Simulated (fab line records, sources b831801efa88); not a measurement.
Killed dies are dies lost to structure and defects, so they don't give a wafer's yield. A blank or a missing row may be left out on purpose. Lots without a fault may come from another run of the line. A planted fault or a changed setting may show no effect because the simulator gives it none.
Which tool did it? | flow sky130 | 7 lots, 20 wafers sampled, at 3 steps of a route of 708

WHAT THE GAUGES READ, wafer by wafer
SKY_METAL3_CD_MEAS_13: target cd 300 nm.
lot  | measured     | on        | cd_nm (nm)
L100 | day 38 05:12 | cd_sem-02 | 298.0 299.1 298.7
L102 | day 39 01:16 | cd_sem-02 | 295.9 295.6 297.1
L104 | day 39 17:13 | cd_sem-02 | 298.8 299.9 299.4
L106 | day 40 10:13 | cd_sem-01 | 301.3 303.6 301.8
L109 | day 41 07:08 | cd_sem-01 | 300.7 302.7 299.8
L113 | day 42 03:08 | cd_sem-01 | 179.4 300.7
L122 | day 44 17:55 | cd_sem-01 | 299.1 298.6 299.7

WHICH TOOL RAN EACH LOT (tool, then ch and the chambers of the sampled wafers, then the start)
lot  | SKY_POLY_GATE_ETCH_17            | SKY_METAL3_EXPOSE_10
L100 | rie_si-02 ch 1,2,3, day 16 04:44 | krf_scanner-01 ch 0, day 37 16:42
L102 | rie_si-02 ch 1,2, day 17 00:52   | krf_scanner-02 ch 0, day 38 12:33
L104 | rie_si-01 ch 0,2,3, day 17 16:13 | krf_scanner-02 ch 0, day 39 04:04
L106 | rie_si-02 ch 0,1,2, day 18 11:11 | krf_scanner-02 ch 0, day 39 20:50
L109 | rie_si-02 ch 2,3, day 19 14:05   | krf_scanner-02 ch 0, day 40 18:41
L113 | rie_si-01 ch 0,1, day 20 18:25   | krf_scanner-02 ch 0, day 41 15:46
L122 | rie_si-02 ch 0,1, day 24 01:58   | krf_scanner-01 ch 0, day 44 06:53
- SKY_POLY_GATE_ETCH_17: etches poly-Si in HBr/Cl2, stops on SiO2, target depth 180 nm, time 70.5 s.
- SKY_METAL3_EXPOSE_10: exposes mask MM3, target cd 300 nm.

THE ANSWER, worked out from the rows above alone
Rule: what is usual is taken from the lots themselves. Put in order of their means at a reading, lots are off if they are a third of the lots or fewer, leave a main group of 4 or more, and stand apart from it by a gap of 3 or more times the standard deviation of the main group's means; of several such gaps the widest counts. A main group whose means are all the same, to the digits that the tables above print for the reading, isn't used. A lot without any number at a reading at which 4 lots or more have one is off too. The other lots that the step has rows for count as sound.
Off: L113, at SKY_METAL3_CD_MEAS_13 (cd_nm). The main group: mean 299.4 nm, standard deviation 1.9.
A tool fits if, at a process step before that reading, it ran every lot that is off, and no sound lot after the first of them. The gauges at SKY_METAL3_CD_MEAS_13 are tried like those tools. Can't be told from this: 2 tools fit, rie_si-01 at SKY_POLY_GATE_ETCH_17, krf_scanner-02 at SKY_METAL3_EXPOSE_10.

WHAT THE SIMULATOR HAD PUT IN
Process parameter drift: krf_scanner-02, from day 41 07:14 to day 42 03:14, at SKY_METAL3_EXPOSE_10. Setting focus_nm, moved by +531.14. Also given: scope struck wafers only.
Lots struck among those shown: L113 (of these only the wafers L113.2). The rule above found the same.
